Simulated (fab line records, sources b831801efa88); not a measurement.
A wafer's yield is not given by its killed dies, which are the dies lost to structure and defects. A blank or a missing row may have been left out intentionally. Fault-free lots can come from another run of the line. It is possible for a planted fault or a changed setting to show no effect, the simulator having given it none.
What tool caused it? -- flow gf180mcu -- 33 wafers from 11 lots sampled at 6 of the route's 602 steps

WHAT EACH GAUGE READ, for each wafer
GF_V2_CD_MEAS_14: the cd target is 260 nm. Usual: 259.4 nm for cdNm, sd 1.3.
lot,measured,on,cdNm (nm),flag
L858,day 20 14:14,cdSem-01,258.4 258.8 259.5,
L860,day 21 12:00,cdSem-02,259.1 259.4 257.8,
L862,day 22 01:16,cdSem-01,259.3 259.5 258.1,
L864,day 22 18:30,cdSem-01,259.4 260.1 259.6,
L866,day 23 10:27,cdSem-02,257.9 257.7 258.2,
L869,day 24 04:18,cdSem-01,258.4 259.3 258.6,
L873,day 25 20:44,cdSem-01,262.3 260.6 261.2,
L874,day 26 20:29,cdSem-01,258.6 258.5 257.7,
L876,day 27 06:59,cdSem-02,261.6 260.9 260.5,
L878,day 27 16:28,cdSem-01,258.7 259.6 259.8,
L880,day 28 10:35,cdSem-02,258.1 259.8 260.0,

GF_V2_RS_MEAS_24: the measuring method here is four-point-probe. Usual: V2_W_RS 0.327 ohm/sq, standard deviation 0.0045.
lot,measured,on,V2_W_RS (ohm/sq),flag
L858,day 20 15:19,filmMetro-02,0.328 0.317 0.328,
L860,day 21 13:04,filmMetro-02,0.326 0.327 0.323,
L862,day 22 02:18,filmMetro-01,0.324 0.320 0.456,OFF
L864,day 22 19:32,filmMetro-03,0.467 0.321 0.323,OFF
L866,day 23 11:31,filmMetro-02,0.327 0.325 0.460,OFF
L869,day 24 05:22,filmMetro-01,0.336 0.334 0.335,
L873,day 25 21:47,filmMetro-02,0.334 0.329 0.328,
L874,day 26 21:31,filmMetro-03,0.323 0.329 0.320,
L876,day 27 08:01,filmMetro-02,0.333 0.322 0.332,
L878,day 27 17:30,filmMetro-03,0.328 0.327 0.324,
L880,day 28 11:37,filmMetro-01,0.328 0.330 0.334,

GF_V2_THK_MEAS_25: measures by xrf. Usual: V2_W_THK 346 nm, standard deviation 5.2.
lot,measured,on,V2_W_THK (nm),flag
L858,day 20 15:24,filmMetro-02,342 353 343,
L860,day 21 13:11,filmMetro-02,343 344 346,
L862,day 22 02:25,filmMetro-01,351 355 251,OFF
L864,day 22 19:39,filmMetro-03,245 356 351,OFF
L866,day 23 11:38,filmMetro-02,342 347 246,OFF
L869,day 24 05:28,filmMetro-01,339 341 340,
L873,day 25 21:54,filmMetro-02,335 341 343,
L874,day 26 21:37,filmMetro-03,349 342 352,
L876,day 27 08:08,filmMetro-02,335 343 339,
L878,day 27 17:37,filmMetro-03,343 348 348,
L880,day 28 11:44,filmMetro-01,347 345 338,

EACH LOT AND THE TOOL THAT RAN IT (in order: tool; ch and the chambers of the sampled wafers; start)
lot,GF_V2_CVD_02,GF_V2_CMP_04,GF_V2_CVD_23
L858,"pecvd-02 ch 0,1,2, day 19 14:34","cmp-02 ch 0,3, day 19 14:40","cvdW-01 ch 0,1, day 20 15:10"
L860,"pecvd-02 ch 0,2, day 20 11:30","cmp-02 ch 0,3, day 20 11:41","cvdW-01 ch 0,1, day 21 12:57"
L862,"pecvd-02 ch 1,2, day 21 01:33","cmp-02 ch 0,3, day 21 01:40","cvdW-01 ch 0,1, day 22 02:10"
L864,"pecvd-04 ch 0,1,2, day 21 18:50","cmp-02 ch 0,2,3, day 21 18:58","cvdW-01 ch 0,1, day 22 19:25"
L866,"pecvd-02 ch 0,1,2, day 22 11:09","cmp-01 ch 1,2, day 22 11:20","cvdW-01 ch 1, day 23 11:23"
L869,"pecvd-04 ch 1,2, day 23 05:18","cmp-01 ch 0,1,2, day 23 05:29","cvdW-02 ch 0,1, day 24 05:14"
L873,"pecvd-02 ch 0,1,2, day 24 23:23","cmp-01 ch 0,2, day 24 23:34","cvdW-01 ch 1, day 25 21:40"
L874,"pecvd-03 ch 0,1, day 25 22:55","cmp-01 ch 1,2,3, day 25 23:08","cvdW-01 ch 0,1, day 26 21:25"
L876,"pecvd-04 ch 1,2, day 26 09:01","cmp-02 ch 0,2,3, day 26 09:21","cvdW-01 ch 0,1, day 27 07:54"
L878,"pecvd-04 ch 0,1,2, day 26 19:10","cmp-01 ch 0,3, day 26 19:17","cvdW-01 ch 1, day 27 17:22"
L880,"pecvd-03 ch 0,1,2, day 27 14:46","cmp-02 ch 1,2,3, day 27 14:54","cvdW-02 ch 0,1, day 28 11:31"
- GF_V2_CVD_02: deposits SiO2 from TEOS, target thk 850 nm, time 94.851 s.
- GF_V2_CMP_04: polishes SiO2.
- GF_V2_CVD_23: deposits W, target thk 350 nm, time 104.94 s.

AS READ BY THE TOOLS THEMSELVES (means over the sampled wafers that have a number; for cases with no such wafer, the mark the record gives instead)
GF_V2_CVD_02. Usual: 644 W for heaterPowerW, sd 110.
lot,tool,heaterPowerW (W),flag
L858,pecvd-02,607,
L860,pecvd-02,688,
L862,pecvd-02,593,
L864,pecvd-04,643,
L866,pecvd-02,658,
L869,pecvd-04,663,
L873,pecvd-02,651,
L874,pecvd-03,712,
L876,pecvd-04,646,
L878,pecvd-04,685,
L880,pecvd-03,644,

GF_V2_CMP_04. Usual: motorCurrentA 11.4 A, standard deviation 0.88; retainingRingPressureFrac 0.999, standard deviation 0.005; timeToEndpointS 77 s, standard deviation 5.4.
lot,tool,motorCurrentA (A),retainingRingPressureFrac,timeToEndpointS (s),flag
L858,cmp-02,12.2,0.998,79,
L860,cmp-02,11.9,0.993,77,
L862,cmp-02,11.6,0.998,77,
L864,cmp-02,11.3,1.000,79,
L866,cmp-01,11.3,1.003,83,
L869,cmp-01,11.5,0.996,78,
L873,cmp-01,11.4,1.000,69,
L874,cmp-01,11.0,1.005,83,
L876,cmp-02,11.6,1.001,66,
L878,cmp-01,12.3,0.998,73,
L880,cmp-02,11.9,1.005,74,

GF_V2_CVD_23. Usual: 864 W for heaterPowerW, sd 42.
lot,tool,heaterPowerW (W),flag
L858,cvdW-01,872,
L860,cvdW-01,843,
L862,cvdW-01,883,
L864,cvdW-01,868,
L866,cvdW-01,923,
L869,cvdW-02,869,
L873,cvdW-01,921,
L874,cvdW-01,860,
L876,cvdW-01,898,
L878,cvdW-01,937,
L880,cvdW-02,866,

THE ANSWER, worked out from the rows above alone
Rule: take the mean of a lot's wafers that have a number; if it is more than 3 standard deviations from the usual mean, the lot is off. Also off: a lot with no number at a reading for which 4 or more lots have one. The other lots that the step has rows for count as sound. The gauges are gone through in route order, then the tools' own readings, and for those a lot's mean is taken as printed above. The first step at which some lot is off is used, and at that step the reading that is off furthest; a lot without a number counts as furthest.
Off: at GF_V2_RS_MEAS_24 (V2_W_RS), L862, L864, L866.
A tool fits if, at a process step before that reading, it ran every lot that is off, and no sound lot after the first of them. The gauges at GF_V2_RS_MEAS_24 are tried like those tools. None of those tried fits.

WHAT THE SIMULATOR HAD PUT IN
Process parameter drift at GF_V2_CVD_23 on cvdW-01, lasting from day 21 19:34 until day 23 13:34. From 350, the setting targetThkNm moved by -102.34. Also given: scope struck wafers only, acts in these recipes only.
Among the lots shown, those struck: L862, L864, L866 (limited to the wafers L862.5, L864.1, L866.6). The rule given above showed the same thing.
